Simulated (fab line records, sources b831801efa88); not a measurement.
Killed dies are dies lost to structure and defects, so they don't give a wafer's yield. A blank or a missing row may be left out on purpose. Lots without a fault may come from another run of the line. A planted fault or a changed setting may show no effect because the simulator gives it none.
Which tool did it? | flow sky130 | 12 lots, 36 wafers sampled, at 6 steps of a route of 708

WHAT THE GAUGES READ, wafer by wafer
SKY_POLY_GATE_THK_MEAS_01. Usual: POLY_GATE_CVD_00_THK 179.4 nm, standard deviation 1.4.
lot  | measured     | on            | POLY_GATE_CVD_00_THK (nm) | flag
L496 | day 14 09:36 | film_metro-04 | 177.3 178.5 177.3         |
L498 | day 14 18:06 | film_metro-01 | 180.0 180.1 180.3         |
L499 | day 15 08:40 | film_metro-04 | 180.7 182.7 181.2         |
L500 | day 15 11:55 | film_metro-01 | 182.5 181.0 181.0         |
L501 | day 15 21:29 | film_metro-03 | 179.7 180.3 179.5         |
L502 | day 16 09:28 | film_metro-03 | 181.7 180.7 181.2         |
L503 | day 16 19:42 | film_metro-01 | 178.8 181.2 180.0         |
L504 | day 16 22:54 | film_metro-01 | 179.0 179.5 179.8         |
L505 | day 17 03:41 | film_metro-04 | 178.8 179.1 178.3         |
L508 | day 18 14:11 | film_metro-03 | 178.0 180.1 180.1         |
L518 | day 21 21:32 | film_metro-01 | 154.3 156.4 155.0         | OFF
L519 | day 22 03:20 | film_metro-03 | 157.2 156.5 157.6         | OFF

SKY_LI_CONTACT_THK_MEAS_23: measures by xrf. Usual: LI_CONTACT_W_THK 386 nm, standard deviation 8.9.
lot  | measured     | on            | LI_CONTACT_W_THK (nm) | flag
L496 | day 29 11:40 | film_metro-03 | 383 402 384           |
L498 | day 29 21:11 | film_metro-01 | 377 386 378           |
L499 | day 30 13:04 | film_metro-04 | 392 383 391           |
L500 | day 30 17:20 | film_metro-04 | 392 382 389           |
L501 | day 31 02:25 | film_metro-01 | 391 390 384           |
L502 | day 31 13:07 | film_metro-04 | 393 409 391           |
L503 | day 31 22:17 | film_metro-01 | 395 407 387           |
L504 | day 31 22:59 | film_metro-01 | 377 378 391           |
L505 | day 32 05:43 | film_metro-03 | 379 384 377           |
L508 | day 33 11:14 | film_metro-04 | 397 407 413           |
L518 | day 36 08:26 | film_metro-04 | 387 382 385           |
L519 | day 36 17:44 | film_metro-03 | 374 374 375           |

SKY_METAL1_RS_MEAS_05: measures by four-point-probe. Usual: METAL1_ALCU_RS 0.1261 ohm/sq, standard deviation 0.0017.
lot  | measured     | on            | METAL1_ALCU_RS (ohm/sq) | flag
L496 | day 31 23:25 | film_metro-02 | 0.1249 0.1245 0.1264    |
L498 | day 32 08:21 | film_metro-02 | 0.1265 0.1297 0.1271    |
L499 | day 32 23:29 | film_metro-02 | 0.1269 0.1269 0.1272    |
L500 | day 33 03:04 | film_metro-03 | 0.1273 0.1246 0.1287    |
L501 | day 33 12:23 | film_metro-02 | 0.1241 0.1212 0.1237    |
L502 | day 33 22:54 | film_metro-04 | 0.1227 0.1246 0.1264    |
L503 | day 34 07:01 | film_metro-04 | 0.1239 0.1251 0.1250    |
L504 | day 34 08:52 | film_metro-02 | 0.1291 0.1264 0.1257    |
L505 | day 34 14:20 | film_metro-02 | 0.1285 0.1253 0.1285    |
L508 | day 35 18:56 | film_metro-02 | 0.1288 0.1264 0.1254    |
L518 | day 38 16:29 | film_metro-03 | 0.1232 0.1278 0.1273    |
L519 | day 39 01:35 | film_metro-02 | 0.1255 0.1267 0.1254    |

SKY_METAL1_THK_MEAS_06: measures by xrf. Usual: METAL1_ALCU_THK 253 nm, standard deviation 3.5.
lot  | measured     | on            | METAL1_ALCU_THK (nm) | flag
L496 | day 31 23:32 | film_metro-02 | 254 256 251          |
L498 | day 32 08:26 | film_metro-02 | 251 245 250          |
L499 | day 32 23:37 | film_metro-02 | 248 249 249          |
L500 | day 33 03:10 | film_metro-03 | 251 254 245          |
L501 | day 33 12:30 | film_metro-02 | 257 263 258          |
L502 | day 33 23:01 | film_metro-04 | 259 256 252          |
L503 | day 34 07:07 | film_metro-04 | 256 254 253          |
L504 | day 34 08:59 | film_metro-02 | 246 252 253          |
L505 | day 34 14:28 | film_metro-02 | 249 256 249          |
L508 | day 35 19:04 | film_metro-02 | 247 251 256          |
L518 | day 38 16:36 | film_metro-03 | 255 248 248          |
L519 | day 39 01:42 | film_metro-02 | 254 252 257          |

WHICH TOOL RAN EACH LOT (tool, then ch and the chambers of the sampled wafers, then the start)
lot  | SKY_POLY_GATE_CVD_00        | SKY_POLY_GATE_ETCH_17
L496 | lpcvd-01 ch 0, day 14 08:24 | rie_si-02 ch 0,1,3, day 16 20:26
L498 | lpcvd-01 ch 1, day 14 16:52 | rie_si-01 ch 1,2, day 17 05:27
L499 | lpcvd-01 ch 1, day 15 07:28 | rie_si-02 ch 0,1,2, day 17 19:05
L500 | lpcvd-01 ch 1, day 15 10:42 | rie_si-02 ch 0,3, day 17 22:53
L501 | lpcvd-01 ch 0, day 15 20:17 | rie_si-01 ch 0,1,2, day 18 10:10
L502 | lpcvd-01 ch 0, day 16 08:16 | rie_si-01 ch 0,1,2, day 18 23:28
L503 | lpcvd-01 ch 0, day 16 18:29 | rie_si-01 ch 0,3, day 19 09:28
L504 | lpcvd-01 ch 1, day 16 21:42 | rie_si-01 ch 2,3, day 19 12:26
L505 | lpcvd-01 ch 0, day 17 02:29 | rie_si-01 ch 0,1,2, day 19 19:05
L508 | lpcvd-01 ch 1, day 18 12:59 | rie_si-02 ch 0,1,2, day 21 05:07
L518 | lpcvd-01 ch 0, day 21 20:20 | rie_si-02 ch 1,2,3, day 24 11:44
L519 | lpcvd-01 ch 0, day 22 02:08 | rie_si-01 ch 0,1,2, day 24 18:25
- SKY_POLY_GATE_CVD_00: deposits poly-Si, target thk 180 nm, time 720 s.
- SKY_POLY_GATE_ETCH_17: etches poly-Si in HBr/Cl2, stops on SiO2, target depth 180 nm, time 70.5 s.

WHAT THE TOOLS THEMSELVES READ (means of the sampled wafers that have a number; where no wafer has one, the mark that the record gives instead)
SKY_POLY_GATE_ETCH_17. Usual: drypump_motor_current_A 5.7 A, standard deviation 0.49; he_backside_leak_sccm 2.75 sccm, standard deviation 0.25; oes_product_au 0.984 a.u., standard deviation 0.0079; throttle_valve_pct 33.684 %, standard deviation 0.0087.
lot  | tool      | drypump_motor_current_A (A) | he_backside_leak_sccm (sccm) | oes_product_au (a.u.) | throttle_valve_pct (%) | flag
L496 | rie_si-02 | 5.9                         | 2.63                         | 0.989                 | 33.688                 |
L498 | rie_si-01 | 6.0                         | 2.79                         | 0.985                 | 33.676                 |
L499 | rie_si-02 | 5.7                         | 2.72                         | 0.998                 | 33.688                 |
L500 | rie_si-02 | 5.8                         | 2.40                         | 0.987                 | 33.675                 |
L501 | rie_si-01 | 5.9                         | 2.77                         | 0.983                 | 33.675                 |
L502 | rie_si-01 | 6.0                         | 2.92                         | 0.985                 | 33.686                 |
L503 | rie_si-01 | 5.2                         | 2.85                         | 0.983                 | 33.687                 |
L504 | rie_si-01 | 5.6                         | 2.67                         | 0.985                 | 33.682                 |
L505 | rie_si-01 | 6.0                         | 2.79                         | 0.975                 | 33.685                 |
L508 | rie_si-02 | 5.7                         | 2.67                         | 0.987                 | 33.678                 |
L518 | rie_si-02 | 6.0                         | 2.58                         | 0.896                 | 33.680                 | OFF
L519 | rie_si-01 | 6.0                         | 2.68                         | 0.902                 | 33.689                 | OFF

THE ANSWER, worked out from the rows above alone
Rule: a lot is off if the mean of its wafers that have a number lies more than 3 standard deviations from the usual mean. A lot without any number at a reading at which 4 lots or more have one is off too. The other lots that the step has rows for count as sound. The gauges are gone through in route order, then the tools' own readings, and for those a lot's mean is taken as printed above. The first step at which some lot is off is used, and at that step the reading that is off furthest; a lot without a number counts as furthest.
Off: L518, L519, at SKY_POLY_GATE_THK_MEAS_01 (POLY_GATE_CVD_00_THK).
A tool fits if, at a process step before that reading, it ran every lot that is off, and no sound lot after the first of them. The gauges at SKY_POLY_GATE_THK_MEAS_01 aren't tried: what is off there is off at SKY_POLY_GATE_ETCH_17 too, on other tools, and a gauge's error can't cause that. One fits: lpcvd-01 at SKY_POLY_GATE_CVD_00. Its last sound lot is L508 (day 18 12:59), its first lot that is off L518 (day 21 20:20): a fault that began between those two fits.

WHAT THE SIMULATOR HAD PUT IN
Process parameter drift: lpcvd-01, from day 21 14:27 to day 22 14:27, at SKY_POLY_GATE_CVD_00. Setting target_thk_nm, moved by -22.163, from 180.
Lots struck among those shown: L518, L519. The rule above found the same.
